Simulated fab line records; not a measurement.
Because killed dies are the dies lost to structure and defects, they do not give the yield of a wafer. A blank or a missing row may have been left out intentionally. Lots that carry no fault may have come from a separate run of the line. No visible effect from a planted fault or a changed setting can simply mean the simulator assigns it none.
What tool caused it? / flow gf180mcu / Sampling: 12 lots, 36 wafers, 3 of 602 route steps

== WHAT THE GAUGES READ, wafer by wafer ==
GF_SALICIDE_RS_MEAS_04: the measuring method here is four-point-probe.
lot=L498; measured=day 15 12:39; on=film_metro-04; SALICIDE_TIN_RS (ohm/sq)=15.96 16.50 15.89
lot=L500; measured=day 16 01:50; on=film_metro-04; SALICIDE_TIN_RS (ohm/sq)=16.41 16.36 16.08
lot=L506; measured=day 18 02:03; on=film_metro-02; SALICIDE_TIN_RS (ohm/sq)=16.56 16.61 16.73
lot=L507; measured=day 18 08:12; on=film_metro-04; SALICIDE_TIN_RS (ohm/sq)=16.42 16.23 16.51
lot=L512; measured=day 20 05:44; on=film_metro-03; SALICIDE_TIN_RS (ohm/sq)=16.02 15.96 16.08
lot=L514; measured=day 20 23:07; on=film_metro-02; SALICIDE_TIN_RS (ohm/sq)=16.10 16.62 16.41
lot=L515; measured=day 21 12:56; on=film_metro-02; SALICIDE_TIN_RS (ohm/sq)=16.75 16.81 16.64
lot=L517; measured=day 21 23:46; on=film_metro-03; SALICIDE_TIN_RS (ohm/sq)=16.07 16.25 16.28
lot=L518; measured=day 22 05:34; on=film_metro-02; SALICIDE_TIN_RS (ohm/sq)=16.41 16.54 16.05
lot=L519; measured=day 22 22:56; on=film_metro-02; SALICIDE_TIN_RS (ohm/sq)=16.13 15.92 15.82
lot=L520; measured=day 23 00:19; on=film_metro-04; SALICIDE_TIN_RS (ohm/sq)=16.30 16.26 16.45
lot=L521; measured=day 23 06:07; on=film_metro-02; SALICIDE_TIN_RS (ohm/sq)=16.53 16.83 16.84

GF_CONTACT_OVL_MEAS_15.
lot=L498; measured=day 16 12:32; on=overlay-01; CONTACT_OVL (nm)=2 -2 -4
lot=L500; measured=day 17 01:44; on=overlay-01; CONTACT_OVL (nm)=6 1 -2
lot=L506; measured=day 19 03:08; on=overlay-02; CONTACT_OVL (nm)=5 1 3
lot=L507; measured=day 19 10:02; on=overlay-01; CONTACT_OVL (nm)=-8 4 0
lot=L512; measured=day 21 06:29; on=overlay-02; CONTACT_OVL (nm)=4 2 2
lot=L514; measured=day 21 23:41; on=overlay-01; CONTACT_OVL (nm)=-4 -7 -13
lot=L515; measured=day 22 13:28; on=overlay-02; CONTACT_OVL (nm)=-2 0 -5
lot=L517; measured=day 23 00:05; on=overlay-02; CONTACT_OVL (nm)=-2 3 -8
lot=L518; measured=day 23 04:59; on=overlay-01; CONTACT_OVL (nm)=10 4 6
lot=L519; measured=day 23 21:53; on=overlay-02; CONTACT_OVL (nm)=-8 -9 -6
lot=L520; measured=day 23 23:56; on=overlay-01; CONTACT_OVL (nm)=-2 -1 -6
lot=L521; measured=day 24 05:47; on=overlay-01; CONTACT_OVL (nm)=4 1 2

== EACH LOT AND THE TOOL THAT RAN IT (in order: tool; ch and the chambers of the sampled wafers; start) ==
lot=L498; GF_CONTACT_CMP_04=cmp-02 ch 0,1,3, day 15 13:32
lot=L500; GF_CONTACT_CMP_04=cmp-01 ch 1,2, day 16 02:37
lot=L506; GF_CONTACT_CMP_04=cmp-02 ch 2,3, day 18 02:46
lot=L507; GF_CONTACT_CMP_04=cmp-02 ch 0,1,2, day 18 08:54
lot=L512; GF_CONTACT_CMP_04=cmp-02 ch 1,2,3, day 20 06:27
lot=L514; GF_CONTACT_CMP_04=cmp-01 ch 1,2, day 20 23:54
lot=L515; GF_CONTACT_CMP_04=cmp-02 ch 1,2, day 21 13:39
lot=L517; GF_CONTACT_CMP_04=cmp-02 ch 0,1, day 22 00:31
lot=L518; GF_CONTACT_CMP_04=cmp-01 ch 0,2,3, day 22 06:16
lot=L519; GF_CONTACT_CMP_04=cmp-02 ch 1,2,3, day 22 23:43
lot=L520; GF_CONTACT_CMP_04=cmp-02 ch 1,2,3, day 23 01:23
lot=L521; GF_CONTACT_CMP_04=cmp-01 ch 1,2, day 23 06:52
- GF_CONTACT_CMP_04: polishes SiO2.

== WHAT THE TOOLS THEMSELVES READ (means of the sampled wafers that have a number; where no wafer has one, the mark that the record gives instead) ==
GF_CONTACT_CMP_04.
lot=L498; tool=cmp-02; edge_zone_pressure_frac=0.997; head_pressure_psi (psi)=3.992; motor_current_A (A)=11.9; slurry_filter_dp_kPa (kPa)=13.58; slurry_flow_ml_min=149.9; time_to_endpoint_s (s)=109
lot=L500; tool=cmp-01; edge_zone_pressure_frac=1.010; head_pressure_psi (psi)=4.002; motor_current_A (A)=13.5; slurry_filter_dp_kPa (kPa)=13.48; slurry_flow_ml_min=149.7; time_to_endpoint_s (s)=115
lot=L506; tool=cmp-02; edge_zone_pressure_frac=-; head_pressure_psi (psi)=-; motor_current_A (A)=-; slurry_filter_dp_kPa (kPa)=-; slurry_flow_ml_min=-; time_to_endpoint_s (s)=-
lot=L507; tool=cmp-02; edge_zone_pressure_frac=-; head_pressure_psi (psi)=-; motor_current_A (A)=-; slurry_filter_dp_kPa (kPa)=-; slurry_flow_ml_min=-; time_to_endpoint_s (s)=-
lot=L512; tool=cmp-02; edge_zone_pressure_frac=0.999; head_pressure_psi (psi)=4.000; motor_current_A (A)=12.0; slurry_filter_dp_kPa (kPa)=13.62; slurry_flow_ml_min=150.1; time_to_endpoint_s (s)=107
lot=L514; tool=cmp-01; edge_zone_pressure_frac=1.001; head_pressure_psi (psi)=4.007; motor_current_A (A)=14.0; slurry_filter_dp_kPa (kPa)=13.35; slurry_flow_ml_min=149.8; time_to_endpoint_s (s)=118
lot=L515; tool=cmp-02; edge_zone_pressure_frac=1.003; head_pressure_psi (psi)=3.991; motor_current_A (A)=13.1; slurry_filter_dp_kPa (kPa)=13.38; slurry_flow_ml_min=150.1; time_to_endpoint_s (s)=108
lot=L517; tool=cmp-02; edge_zone_pressure_frac=1.001; head_pressure_psi (psi)=4.004; motor_current_A (A)=11.9; slurry_filter_dp_kPa (kPa)=13.70; slurry_flow_ml_min=150.4; time_to_endpoint_s (s)=115
lot=L518; tool=cmp-01; edge_zone_pressure_frac=1.001; head_pressure_psi (psi)=4.007; motor_current_A (A)=13.3; slurry_filter_dp_kPa (kPa)=13.42; slurry_flow_ml_min=150.1; time_to_endpoint_s (s)=107
lot=L519; tool=cmp-02; edge_zone_pressure_frac=1.002; head_pressure_psi (psi)=3.995; motor_current_A (A)=12.3; slurry_filter_dp_kPa (kPa)=13.54; slurry_flow_ml_min=149.6; time_to_endpoint_s (s)=122
lot=L520; tool=cmp-02; edge_zone_pressure_frac=0.997; head_pressure_psi (psi)=4.008; motor_current_A (A)=12.2; slurry_filter_dp_kPa (kPa)=13.58; slurry_flow_ml_min=149.9; time_to_endpoint_s (s)=111
lot=L521; tool=cmp-01; edge_zone_pressure_frac=1.004; head_pressure_psi (psi)=3.999; motor_current_A (A)=13.1; slurry_filter_dp_kPa (kPa)=13.57; slurry_flow_ml_min=149.9; time_to_endpoint_s (s)=121

== THE ANSWER, worked out from the rows above alone ==
Rule: the lots themselves supply what counts as usual. The widest of any qualifying gaps counts: lots, ordered by their means at a reading, are off when they make up no more than a third of the lots, leave a main group of 4 or more, and stand apart from it by 3 or more times the standard deviation of that group's means. Not used: any main group whose means are identical at the precision the tables above print for the reading. A lot without any number at a reading at which 4 lots or more have one is off too. All remaining lots with rows at the step are treated as sound. First the gauges in route order, then the tools' own readings, where a lot's mean is used as printed above. The first step at which some lot is off is used, and at that step the reading that is off furthest; a lot without a number counts as furthest.
Off: L506, L507, at GF_CONTACT_CMP_04 (edge_zone_pressure_frac). Without a number there: L506, L507. The main group: mean 1.002, standard deviation 0.0036.
If a tool, at that step or one of the process steps before it, ran each lot that is off and ran no sound lot following the first of them, it fits. None of those tried fits.

== WHAT HAD BEEN PUT IN BY THE SIMULATOR ==
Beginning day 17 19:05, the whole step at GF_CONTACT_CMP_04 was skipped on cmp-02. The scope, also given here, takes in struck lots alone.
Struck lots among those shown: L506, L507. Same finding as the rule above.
